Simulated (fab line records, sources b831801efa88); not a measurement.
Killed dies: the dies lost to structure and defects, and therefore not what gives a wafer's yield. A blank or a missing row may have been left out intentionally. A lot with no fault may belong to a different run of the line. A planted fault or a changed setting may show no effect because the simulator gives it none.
A struck lot beside a sound one || flow sky130 || 14 steps out of a route of 708
Sound: these wafers, L205.1, L205.3, L205.5. Struck: wafers L220.1, L220.4, L220.5. The cause is given at the end.
For every step that has rows: the tool of each side, followed by ch and its chambers, followed by its first start. Under that, the readings that differ: sound wafers || struck wafers || difference of the means || sigmas: that difference in standard deviations of wafers without a fault.
alike: readings with means less than 2 such deviations apart, plus words and numbers identical on both sides. not compared: withheld readings, readings lacking a value on some wafer, bounds such as >300 that could conceal the same value, and numbers that have no deviation in the record and whose values overlap.
Wherever a step has rows on one side only, a row that says differs or no value, or a row with sigmas, the two part there. When numbers do not overlap yet have no deviation, they are printed without sigmas and do not part them. Lack of a reading on every wafer of one side parts them only where that side has two or more wafers.

SKY_VIA4_STRIP_13: strips in O2/N2.
  sound on plasma-asher-01 ch 0,1, day 44 15:20; struck on plasma-asher-03 ch 0,1, day 47 21:10
  alike: drypump-motor-current-A, oes-product-au, strip-time-to-endpoint-s
  not compared: rf-hours-counter-h
then, 4 steps without rows for these wafers: SKY_VIA4_STRIP_14 (strips in post etch residue remover, time 1200 s); SKY_VIA4_CLEAN_15 (cleans in IPA, time 180 s); SKY_VIA4_CLEAN_16 (cleans in O3/DIW); SKY_VIA4_SPUTTER_17 (material TiN, target thk 20 nm, time 80 s).
SKY_VIA4_CVD_18: deposits W, target thk 505 nm, time 152.14 s.
  sound on cvd-w-01 ch 0,1, day 44 16:00; struck on cvd-w-02 ch 0,1, day 47 21:50
  alike: heater-power-w
SKY_VIA4_RS_MEAS_19: uses a four-point probe to measure.
  sound on film-metro-03, day 44 16:09; struck on film-metro-02, day 47 21:59
  alike: VIA4_W_RS
SKY_VIA4_THK_MEAS_20: measures by xrf.
  sound on film-metro-03, day 44 16:16; struck on film-metro-02, day 47 22:07
  alike: VIA4_W_THK
then, 1 step without rows for these wafers: SKY_VIA4_CMP_21 (polishes, stops on SiO2, t overpolish 25 s, target thk 0 nm).
SKY_METAL5_SPUTTER_00: material Ti, target thk 15 nm, time 10 s.
  sound on pvd-sputter-04, day 44 16:39; struck on pvd-sputter-04, day 47 22:28
  alike: cathode-dc-power-W, chamber-pressure-pa, throttle-valve-pct
SKY_METAL5_SPUTTER_01: material TiN, target thk 20 nm, time 16.7 s.
  sound on pvd-sputter-04, day 44 16:40; struck on pvd-sputter-04, day 47 22:29
  alike: cathode-dc-power-W, chamber-pressure-pa, throttle-valve-pct
then, 1 step without rows for these wafers: SKY_METAL5_SPUTTER_02 (material AlCu, target thk 1150 nm, time 61.2 s).
SKY_METAL5_SPUTTER_03: material Ti, target thk 5 nm, time 3.3 s.
  sound on pvd-sputter-04, day 44 16:45; struck on pvd-sputter-04, day 47 22:34
  no value came back on the struck wafers for cathode-dc-power-W (W), chamber-pressure-pa (Pa), throttle-valve-pct (%); on the sound wafers cathode-dc-power-W (W) reads 3000.1 3000.9 3000.3
SKY_METAL5_SPUTTER_04: material TiN, target thk 70 nm, time 58.3 s.
  sound on pvd-sputter-04, day 44 16:46; struck on pvd-sputter-04, day 47 22:35
  alike: cathode-dc-power-W, chamber-pressure-pa, throttle-valve-pct

## WHERE THEY PART
SKY_METAL5_SPUTTER_03 only, going by this record. Later steps at which nothing parts them and some readings are alike: SKY_METAL5_SPUTTER_04.

WHY: whatever the simulator had introduced
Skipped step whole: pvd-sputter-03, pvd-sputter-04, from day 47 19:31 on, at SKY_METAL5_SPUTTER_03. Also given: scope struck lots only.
